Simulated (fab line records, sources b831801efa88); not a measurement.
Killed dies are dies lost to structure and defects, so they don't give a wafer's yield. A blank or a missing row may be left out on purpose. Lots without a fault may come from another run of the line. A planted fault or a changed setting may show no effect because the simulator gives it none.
Which tool did it? | flow sky130 | 12 lots, 36 wafers sampled, at 2 steps of a route of 708

WHAT THE GAUGES READ, wafer by wafer
SKY_LDD_HVN_TW_MEAS_10. Usual: LDD_HVN_TW 1434, standard deviation 15.
lot  | measured     | on            | LDD_HVN_TW     | flag
L493 | day 21 07:01 | film_metro-02 | 1428 1423 1428 |
L495 | day 21 13:16 | film_metro-02 | 1427 1433 1430 |
L496 | day 22 05:22 | film_metro-02 | 1417 1411 1422 |
L499 | day 22 23:03 | film_metro-03 | 1441 1441 1438 |
L501 | day 23 19:00 | film_metro-03 | 1447 1450 1446 |
L503 | day 24 08:41 | film_metro-02 | 1415 1423 1433 |
L504 | day 24 18:24 | film_metro-03 | 1444 1441 1450 |
L509 | day 26 03:36 | film_metro-02 | 1407 1407 1406 |
L512 | day 27 06:13 | film_metro-03 | 1437 1438 1448 |
L514 | day 27 20:29 | film_metro-01 | 1445 1452 1450 |
L515 | day 28 08:53 | film_metro-02 | 1423 1420 1423 |
L516 | day 28 15:23 | film_metro-02 | 1415 1425 1426 |

WHICH TOOL RAN EACH LOT (tool, then ch and the chambers of the sampled wafers, then the start)
lot  | SKY_POLY_GATE_ETCH_16
L493 | rie_diel-01 ch 0,1,2, day 17 07:20
L495 | rie_diel-01 ch 0,1,2, day 17 12:59
L496 | rie_diel-03 ch 0,2, day 18 02:32
L499 | rie_diel-03 ch 1,2, day 18 22:40
L501 | rie_diel-02 ch 0,2, day 19 18:49
L503 | rie_diel-01 ch 1,2, day 20 08:47
L504 | rie_diel-01 ch 0,2,3, day 20 19:58
L509 | rie_diel-02 ch 2,3, day 22 07:04
L512 | rie_diel-02 ch 0,1,2, day 23 09:11
L514 | rie_diel-01 ch 0,2,3, day 24 00:40
L515 | rie_diel-02 ch 0,2,3, day 24 15:28
L516 | rie_diel-02 ch 0,2, day 24 21:23
- SKY_POLY_GATE_ETCH_16: etches Si3N4 in CH3F/O2, stops on poly-Si, time 147.5 s, target depth 75 nm.

WHAT THE TOOLS THEMSELVES READ (means of the sampled wafers that have a number; where no wafer has one, the mark that the record gives instead)
SKY_POLY_GATE_ETCH_16. Usual: drypump_motor_current_A 5.7 A, standard deviation 0.47; oes_product_au 0.642 a.u., standard deviation 0.0053; throttle_valve_pct 10.537 %, standard deviation 0.0097.
lot  | tool        | drypump_motor_current_A (A) | oes_product_au (a.u.) | throttle_valve_pct (%) | flag
L493 | rie_diel-01 | 5.8                         | 0.642                 | 10.540                 |
L495 | rie_diel-01 | 5.8                         | 0.648                 | 10.532                 |
L496 | rie_diel-03 | 5.7                         | 0.644                 | 10.534                 |
L499 | rie_diel-03 | 5.4                         | 0.645                 | 10.531                 |
L501 | rie_diel-02 | 5.1                         | 0.636                 | 10.541                 |
L503 | rie_diel-01 | 5.9                         | 0.640                 | 10.537                 |
L504 | rie_diel-01 | 5.8                         | 0.642                 | 10.545                 |
L509 | rie_diel-02 | 5.4                         | 0.635                 | 10.529                 |
L512 | rie_diel-02 | 5.2                         | 0.644                 | 10.542                 |
L514 | rie_diel-01 | 5.8                         | 0.638                 | 10.544                 |
L515 | rie_diel-02 | 5.4                         | 0.637                 | 10.538                 |
L516 | rie_diel-02 | 5.1                         | 0.640                 | 10.530                 |

THE ANSWER, worked out from the rows above alone
Rule: a lot is off if the mean of its wafers that have a number lies more than 3 standard deviations from the usual mean. A lot without any number at a reading at which 4 lots or more have one is off too. The other lots that the step has rows for count as sound. The gauges are gone through in route order, then the tools' own readings, and for those a lot's mean is taken as printed above. The first step at which some lot is off is used, and at that step the reading that is off furthest; a lot without a number counts as furthest.
No lot is off at any reading shown: from this, nothing can be told.

WHAT THE SIMULATOR HAD PUT IN
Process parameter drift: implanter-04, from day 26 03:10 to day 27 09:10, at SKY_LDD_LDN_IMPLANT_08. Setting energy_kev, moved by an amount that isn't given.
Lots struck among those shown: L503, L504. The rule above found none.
